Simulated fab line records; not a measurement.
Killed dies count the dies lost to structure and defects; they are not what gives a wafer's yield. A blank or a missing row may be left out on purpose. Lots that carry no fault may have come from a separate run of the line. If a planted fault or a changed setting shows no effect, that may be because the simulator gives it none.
Chamber matching	flow gf180mcu	GF_STI_ETCH_14 on rieSi-01: 4 sister chambers
The step etches Si in HBr/Cl2/O2, target depth 360 nm, time 102.9 s. 4 wafers are shown with their chamber, then 7 later ones without.

## WAFERS WITH THEIR CHAMBER
wafer	chamber	drypumpMotorCurrentA (A)
L500.1	0	6.08
L500.5	1	6.11
L506.1	2	6.38
L506.2	3	6.38

## WAFERS MISSING THEIR CHAMBER
wafer	drypumpMotorCurrentA (A)
L506.6	6.36
L509.1	6.11
L509.4	6.36
L509.5	6.38
L512.1	6.31
L512.3	6.38
L512.5	6.37

## THE CHAMBER EACH PASSED THROUGH
wafer	from the rows above	in truth
L506.6	can't be placed: 2 or 3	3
L509.1	can't be placed: 1 or 0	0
L509.4	can't be placed: 2 or 3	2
L509.5	can't be placed: 2 or 3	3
L512.1	can't be placed: 2 or 3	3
L512.3	can't be placed: 2 or 3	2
L512.5	can't be placed: 2 or 3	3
0 of 7 placed correctly. Cannot be placed on the basis of these rows: 7; the candidates contain the true chamber in 7. Placed wrongly: 0.
How it was worked out, from the rows above alone: a wafer's distance from a chamber is the root of the sum, over the readings, of the square of ((its reading less the chamber's mean) divided by the reading's scatter). The wafer belongs to the nearest chamber; if the next one is less than 2 further off, it can't be placed. The mean given for a chamber averages the wafers shown for that chamber. The scatter: root of mean squared gap, hidden wafer to nearest shown wafer, with one shown wafer a chamber.
